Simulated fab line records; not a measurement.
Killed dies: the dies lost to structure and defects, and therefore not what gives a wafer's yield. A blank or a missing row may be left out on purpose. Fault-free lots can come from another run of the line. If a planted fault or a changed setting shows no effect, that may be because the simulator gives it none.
What tool caused it? | flow sky130 | 14 lots, 42 wafers sampled, at 3 steps of a route of 708

== WHAT THE GAUGES SHOWED, per wafer ==
Not one reading of a measure or inspect step in the record can be checked against a usual standard deviation.

== EACH LOT AND THE TOOL THAT RAN IT (in order: tool; ch and the chambers of the sampled wafers; start) ==
lot  | SKY_CAP2M_METAL_ETCH_13           | SKY_METAL4_ETCH_17                 | SKY_METAL5_SPUTTER_03
L342 | rie_metal-03 ch 0, day 40 15:24   | rie_diel-03 ch 1,2,3, day 41 16:13 | pvd_sputter-01, day 42 18:26
L343 | rie_metal-01 ch 1, day 41 02:14   | rie_diel-03 ch 0,2, day 42 02:48   | pvd_sputter-03, day 43 04:29
L345 | rie_metal-03 ch 0, day 41 08:47   | rie_diel-03 ch 1,3, day 42 10:15   | pvd_sputter-03, day 43 11:58
L353 | rie_metal-03 ch 1, day 43 21:28   | rie_diel-01 ch 1,2,3, day 44 21:05 | pvd_sputter-01, day 45 20:50
L354 | rie_metal-01 ch 0,1, day 44 02:05 | rie_diel-01 ch 1,2,3, day 45 00:52 | pvd_sputter-03, day 46 00:23
L355 | rie_metal-03 ch 0,1, day 44 11:02 | rie_diel-04 ch 1,2,3, day 45 08:53 | pvd_sputter-01, day 46 09:35
L356 | rie_metal-01 ch 0,1, day 44 15:24 | rie_diel-01 ch 0,1,3, day 45 13:34 | pvd_sputter-01, day 46 13:07
L357 | rie_metal-03 ch 0,1, day 44 22:11 | rie_diel-04 ch 0,1,2, day 45 20:56 | pvd_sputter-03, day 46 18:18
L358 | rie_metal-03 ch 0,1, day 45 11:04 | rie_diel-03 ch 1,2,3, day 46 08:38 | pvd_sputter-03, day 47 08:16
L359 | rie_metal-04 ch 0,1, day 45 12:58 | rie_diel-04 ch 0,1,2, day 46 10:43 | pvd_sputter-02, day 47 09:47
L360 | rie_metal-01 ch 0,1, day 45 17:28 | rie_diel-01 ch 0,2,3, day 46 14:38 | pvd_sputter-02, day 47 13:40
L362 | rie_metal-04 ch 0,1, day 46 07:52 | rie_diel-04 ch 0,1,2, day 47 04:08 | pvd_sputter-03, day 48 02:08
L363 | rie_metal-01 ch 0,1, day 46 12:32 | rie_diel-03 ch 2,3, day 47 08:56   | pvd_sputter-03, day 48 07:52
L364 | rie_metal-01 ch 0, day 46 18:37   | rie_diel-03 ch 1,2,3, day 47 14:55 | pvd_sputter-01, day 48 12:59
- SKY_CAP2M_METAL_ETCH_13: etches TiN in Cl2/BCl3, stops on SiO2, target depth 220 nm, time 61.56 s.
- SKY_METAL4_ETCH_17: etches SiO2 in C4F8/O2/Ar, stops on TiN, time 3.9 s, target depth 15 nm.
- SKY_METAL5_SPUTTER_03: material Ti, target thk 5 nm, time 3.3 s.

== WHAT THE TOOLS THEMSELVES READ (means of the sampled wafers that have a number; where no wafer has one, the mark that the record gives instead) ==
SKY_CAP2M_METAL_ETCH_13.
lot  | tool         | drypump_motor_current_A (A) | oes_product_au (a.u.) | throttle_valve_pct (%)
L342 | rie_metal-03 | 6.07                        | 0.958                 | 21.893
L343 | rie_metal-01 | 5.36                        | 0.960                 | 21.899
L345 | rie_metal-03 | 6.08                        | 0.953                 | 21.900
L353 | rie_metal-03 | 6.02                        | 0.956                 | 21.896
L354 | rie_metal-01 | 5.77                        | 0.952                 | 21.893
L355 | rie_metal-03 | 6.06                        | 0.951                 | 21.893
L356 | rie_metal-01 | 5.77                        | 0.958                 | 21.894
L357 | rie_metal-03 | 6.03                        | 0.958                 | 21.883
L358 | rie_metal-03 | 6.05                        | 0.951                 | 21.898
L359 | rie_metal-04 | 5.81                        | 0.959                 | 21.893
L360 | rie_metal-01 | 5.57                        | 0.959                 | 21.887
L362 | rie_metal-04 | 5.83                        | 0.950                 | 21.894
L363 | rie_metal-01 | 5.78                        | 0.962                 | 21.885
L364 | rie_metal-01 | 5.97                        | 0.960                 | 21.880

SKY_METAL4_ETCH_17.
lot  | tool        | oes_product_au (a.u.)
L342 | rie_diel-03 | 0.753
L343 | rie_diel-03 | 0.756
L345 | rie_diel-03 | 0.757
L353 | rie_diel-01 | 0.752
L354 | rie_diel-01 | 0.748
L355 | rie_diel-04 | 0.754
L356 | rie_diel-01 | 0.757
L357 | rie_diel-04 | 0.755
L358 | rie_diel-03 | 0.760
L359 | rie_diel-04 | 0.752
L360 | rie_diel-01 | 0.752
L362 | rie_diel-04 | 0.758
L363 | rie_diel-03 | 0.751
L364 | rie_diel-03 | 0.753

SKY_METAL5_SPUTTER_03.
lot  | tool           | cathode_dc_power_W (W) | chamber_pressure_pa (Pa) | throttle_valve_pct (%)
L342 | pvd_sputter-01 | 2999.6                 | 0.4007                   | 28.6
L343 | pvd_sputter-03 | 2999.7                 | 0.4003                   | 30.7
L345 | pvd_sputter-03 | 2999.7                 | 0.4009                   | 30.2
L353 | pvd_sputter-01 | -                      | -                        | -
L354 | pvd_sputter-03 | -                      | -                        | -
L355 | pvd_sputter-01 | 2999.6                 | 0.3999                   | 28.5
L356 | pvd_sputter-01 | 3000.0                 | 0.3996                   | 29.0
L357 | pvd_sputter-03 | 2999.9                 | 0.4001                   | 30.3
L358 | pvd_sputter-03 | 2999.9                 | 0.3998                   | 30.9
L359 | pvd_sputter-02 | 2999.9                 | 0.4000                   | 30.7
L360 | pvd_sputter-02 | 2999.7                 | 0.4010                   | 30.4
L362 | pvd_sputter-03 | 2999.8                 | 0.3998                   | 30.4
L363 | pvd_sputter-03 | 2999.3                 | 0.3996                   | 30.4
L364 | pvd_sputter-01 | 3000.3                 | 0.4004                   | 28.8

== THE ANSWER, worked out from the rows above alone ==
Rule: the usual values come from the lots themselves. Put in order of their means at a reading, lots are off if they are a third of the lots or fewer, leave a main group of 4 or more, and stand apart from it by a gap of 3 or more times the standard deviation of the main group's means; of several such gaps the widest counts. The tables above print the reading to a certain number of digits; a main group whose means all agree to those digits is not used. Also off: a lot with no number at a reading for which 4 or more lots have one. The other lots that the step has rows for count as sound. First the gauges in route order, then the tools' own readings, where a lot's mean is used as printed above. At the first step where some lot is off, the reading lying furthest off is the one used; lots without a number count as furthest.
Off, at SKY_METAL5_SPUTTER_03 on cathode_dc_power_W: L353, L354. Without a number there: L353, L354. For the main group the mean is 2999.8 W and the standard deviation 0.24.
If a tool, at that step or one of the process steps before it, ran each lot that is off and ran no sound lot following the first of them, it fits. Not one of the candidates tried fits.

== WHAT THE SIMULATOR HAD PUT IN ==
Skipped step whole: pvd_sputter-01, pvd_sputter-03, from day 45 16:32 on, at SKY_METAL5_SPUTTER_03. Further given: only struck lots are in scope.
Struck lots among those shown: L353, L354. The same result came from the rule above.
